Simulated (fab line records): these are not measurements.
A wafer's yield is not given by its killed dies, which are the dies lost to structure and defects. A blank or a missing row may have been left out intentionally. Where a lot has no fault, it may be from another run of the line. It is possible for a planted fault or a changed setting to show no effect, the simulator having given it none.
One fault through the eyes of 2 desks ; flow sky130 ; every desk sees just its own numbers, and what lay behind them comes last

## THE TOOL OWNER'S DESK: implanter-03
The tool's own readings at SKY_LDD_HVN_IMPLANT_08, given as means over the sampled wafers that have a number, one for each lot that went through this tool. Marked OUT: a lot whose mean sits more than 4 standard deviations from the usual mean, which makes it out of limits; the brackets give that distance.
Columns: A = dose_ions_cm2 at SKY_LDD_HVN_IMPLANT_08, usual 2.9994e+13; B = faraday_current_uA at SKY_LDD_HVN_IMPLANT_08, usual 169
lot;first seen here;A;B
L183;day 22 23:11;3.0010e+13;166
L185;day 23 10:44;3.0010e+13;172
L188;day 24 15:41;3.2079e+13 (+70) OUT;183 (+4.3) OUT
L189;day 25 02:32;3.2099e+13 (+70) OUT;180
L198;day 27 21:01;2.9993e+13;171
L199;day 28 04:28;2.9964e+13;168
L200;day 28 12:31;2.9985e+13;171
Finding of this desk: L188, L189 out of limits; the first was L188 at day 24 15:41, on dose_ions_cm2 at SKY_LDD_HVN_IMPLANT_08. L183, L185, L198, L199, L200 stayed within limits.

## THE METROLOGY DESK
Lot by lot, what the gauges showed, no matter which tool ran the lot: averages of those sampled wafers that carry a number. Marked OUT: a lot whose mean sits more than 4 standard deviations from the usual mean, which makes it out of limits; the brackets give that distance.
Columns: A = VT_ADJUST_HVTP_OVL at SKY_VT_ADJUST_HVTP_OVL_MEAS_08, usual 0.4 nm; B = VT_ADJUST_LVTN_OVL at SKY_VT_ADJUST_LVTN_OVL_MEAS_07, usual -1.1 nm; C = VT_ADJUST_HVTR_OVL at SKY_VT_ADJUST_HVTR_OVL_MEAS_08, usual 0.2 nm; D = LDD_HVN_TW at SKY_LDD_HVN_TW_MEAS_10, usual 1442
lot;first seen here;A;B;C;D
L177;day 6 08:08;1.2;-1.9;-0.7;1438
L180;day 6 23:32;-0.0;-2.1;2.6;1433
L183;day 7 19:38;0.5;-2.5;-0.3;1445
L184;day 8 04:16;0.3;-0.5;-0.8;1449
L185;day 8 04:32;1.2;1.3;-0.2;1437
L186;day 8 08:56;-0.6;-1.4;0.7;1439
L187;day 8 19:36;0.4;-0.6;0.1;1438
L188;day 8 23:17;-0.2;-2.0;1.6;1466
L189;day 9 06:59;1.0;-0.1;1.7;1486 (+5.9) OUT
L197;day 11 08:03;0.8;-2.5;-0.3;1439
L198;day 11 14:24;0.9;-1.0;-0.6;1450
L199;day 11 19:53;-0.1;-1.0;1.2;1450
L200;day 12 04:11;1.0;-0.3;0.5;1450
Finding of this desk: L189 out of limits, first seen on L189 at day 25 02:47 (LDD_HVN_TW at SKY_LDD_HVN_TW_MEAS_10). L177, L180, L183, L184, L185, L186, L187, L188, L197, L198, L199, L200 stayed within limits.

## ALL TOGETHER
The tool owner's desk could have raised an alarm at day 24 15:41, on L188, L189.
Metrology desk: alarm possible at day 25 02:47 on L189.
The metrology desk holds a record of L188, inside its limits.
Of the lots named, all ran SKY_LDD_HVN_IMPLANT_08 on implanter-03.

## WHAT THE SIMULATOR HAD PUT IN
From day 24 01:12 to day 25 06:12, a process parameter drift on implanter-03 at SKY_LDD_HVN_IMPLANT_08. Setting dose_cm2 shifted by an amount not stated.
Lots struck among those shown: L188, L189.
Fault start to first reading out of limits, in hours, per desk: tool owner, 14; metrology, 26.
